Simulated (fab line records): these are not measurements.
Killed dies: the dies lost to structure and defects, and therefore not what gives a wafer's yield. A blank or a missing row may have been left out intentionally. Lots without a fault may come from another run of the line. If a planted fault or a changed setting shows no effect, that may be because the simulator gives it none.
Which tool is to blame? | flow sky130 | Sampling: 6 lots, 18 wafers, 2 of 708 route steps

== WHAT EACH GAUGE READ, for each wafer ==
SKY_VT_ADJUST_NCORE_TW_MEAS_11.
lot  | measured     | on            | VT_ADJUST_NCORE_TW
L376 | day 9 05:17  | film-metro-02 | 218.1 217.0 218.4
L383 | day 11 18:00 | film-metro-03 | 220.2 219.6 219.3
L386 | day 12 07:49 | film-metro-01 | 189.2 189.3 188.8
L387 | day 13 05:19 | film-metro-03 | 187.7 186.6 187.8
L392 | day 14 02:33 | film-metro-03 | 217.7 219.3 218.5
L396 | day 15 05:18 | film-metro-03 | 221.1 220.4 219.9

== TOOL THAT RAN EACH LOT (tool first, then ch and the chambers of the sampled wafers, then the start) ==
lot  | SKY_VT_ADJUST_NCORE_IMPLANT_09
L376 | implanter-02 ch 0, day 9 05:02
L383 | implanter-02 ch 0, day 11 17:48
L386 | implanter-01 ch 0, day 12 07:34
L387 | implanter-01 ch 0, day 13 05:04
L392 | implanter-03 ch 0, day 14 02:21
L396 | implanter-03 ch 0, day 15 05:03
- SKY_VT_ADJUST_NCORE_IMPLANT_09

== THE ANSWER, worked out from the rows above alone ==
Rule: usual is defined by the lots themselves. The widest of any qualifying gaps counts: lots, ordered by their means at a reading, are off when they make up no more than a third of the lots, leave a main group of 4 or more, and stand apart from it by 3 or more times the standard deviation of that group's means. If all means in a main group match to the digits the tables above print for the reading, that group is not used. Also off: a lot with no number at a reading for which 4 or more lots have one. The other lots that the step has rows for count as sound.
Off: at SKY_VT_ADJUST_NCORE_TW_MEAS_11 (VT_ADJUST_NCORE_TW), L386, L387. Main group: mean 219.1, sd 1.
If a tool, at a process step before that reading, ran all the lots that are off and no sound lot after the first of them, it fits. Those tools and the gauges at SKY_VT_ADJUST_NCORE_TW_MEAS_11 are tried in the same way. One fits: SKY_VT_ADJUST_NCORE_IMPLANT_09 on implanter-01. It ran no sound lot before its first lot that is off in this sample, so the start can't be narrowed down.

== WHAT WAS PUT IN BY THE SIMULATOR ==
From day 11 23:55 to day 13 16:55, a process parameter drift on implanter-01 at SKY_VT_ADJUST_NCORE_IMPLANT_09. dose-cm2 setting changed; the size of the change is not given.
Struck lots among those shown: L386, L387. The rule above reached the same finding.
